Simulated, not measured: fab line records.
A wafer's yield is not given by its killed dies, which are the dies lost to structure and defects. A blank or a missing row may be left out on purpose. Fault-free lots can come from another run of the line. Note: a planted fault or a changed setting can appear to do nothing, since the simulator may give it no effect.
Problem report, 8D (eight disciplines) form, completed by code	flow sky130	the parts of the form that need people (team, actions taken, sign-off) are left out

== 1. THE ISSUE ==
stripTimeToEndpointS at SKY_NWELL_STRIP_14 reads a mean of 22.96 s on 6 wafers of 2 lots; wafers without a fault read 36.98 s with a standard deviation of 0.11. That is -99 or more standard deviations from the usual mean.
The step: strips in O2/N2.
First observed at day 7 10:58: wafer L113.1, on plasmaAsher-04. Wafers with a number at this step in the record: 42, from 14 lots. By rule, "out" or "out of limits" means more than 4 standard deviations away from the usual mean. Any other wafer with a number is counted as sound.

== 2. WHAT IT IS AND WHAT IT IS NOT ==
question	is	is not
which readings at this step	stripTimeToEndpointS	chamberPressureMTorr, drypumpMotorCurrentA, n2FlowSccm, o2FlowSccm
which lots	L113, L120	L104, L105, L106, L107, L108, L109, L110, L111, L116, L122, L125, L127
which wafers of those lots	all that have a number	-
read on which tools	plasmaAsher-03, plasmaAsher-04	plasmaAsher-01
when	from day 7 10:58	up to then (24 sound wafers); but 12 sound wafers of L116, L122, L125, L127 came after

== 3. SUSPECTS, AND WHAT RULES EACH OUT ==
Counting: a tool at a process step up to the reading stays a suspect if it ran every lot that is out and no sound lot after the first of them.
- lithoTrack-01 at SKY_NWELL_COAT_05 (resist thk 3000 nm): kept. It ran every lot that is out, first L113 (day 6 23:47), and no sound lot after that; its last sound lot up to then is L111 (day 6 04:59).
Remaining after the count: lithoTrack-01 at SKY_NWELL_COAT_05.

== 4. THE CAUSE (what the simulator had put in) ==
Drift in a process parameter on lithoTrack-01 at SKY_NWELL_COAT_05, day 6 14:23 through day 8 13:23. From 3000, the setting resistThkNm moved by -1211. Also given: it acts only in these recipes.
Only this tool survived the counting.

== 5. THE EFFECT CHAIN, in route order ==
Each row: a reading whose mean over the struck wafers that have a number lies more than 3 standard deviations from the usual. Only readings for which the record gives a usual standard deviation are gone through. hours: the time from each lot's start at the first step in this table that gives one to its start at this step, as a median over the lots. sigmas: the change in usual standard deviations.
hours	step	reading	usual	on struck wafers	change	sigmas
0	SKY_NWELL_STRIP_14	stripTimeToEndpointS	36.98 s	22.96	-14.02	-99 or more
Process steps it contains:
- SKY_NWELL_STRIP_14: strips in O2/N2.
At these later measuring or inspecting steps, every struck wafer for which the step has a row has a number for every such reading, and none has moved that far: SKY_VT_ADJUST_NCORE_CD_MEAS_07.

== 6. WHAT WOULD HAVE CAUGHT IT SOONER ==
21 hours passed between the start of the fault at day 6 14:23 and the first reading out of limits in this record, taken at day 7 10:58.
No tool reading at SKY_NWELL_COAT_05 that has a usual standard deviation in the record was out on any struck wafer, so an alarm limit of 4 standard deviations on those readings would not have fired.
L120, from the lots that are out (2), started SKY_NWELL_COAT_05 on lithoTrack-01 later than day 7 10:58. It would have been spared by a hold on the tool at that moment.
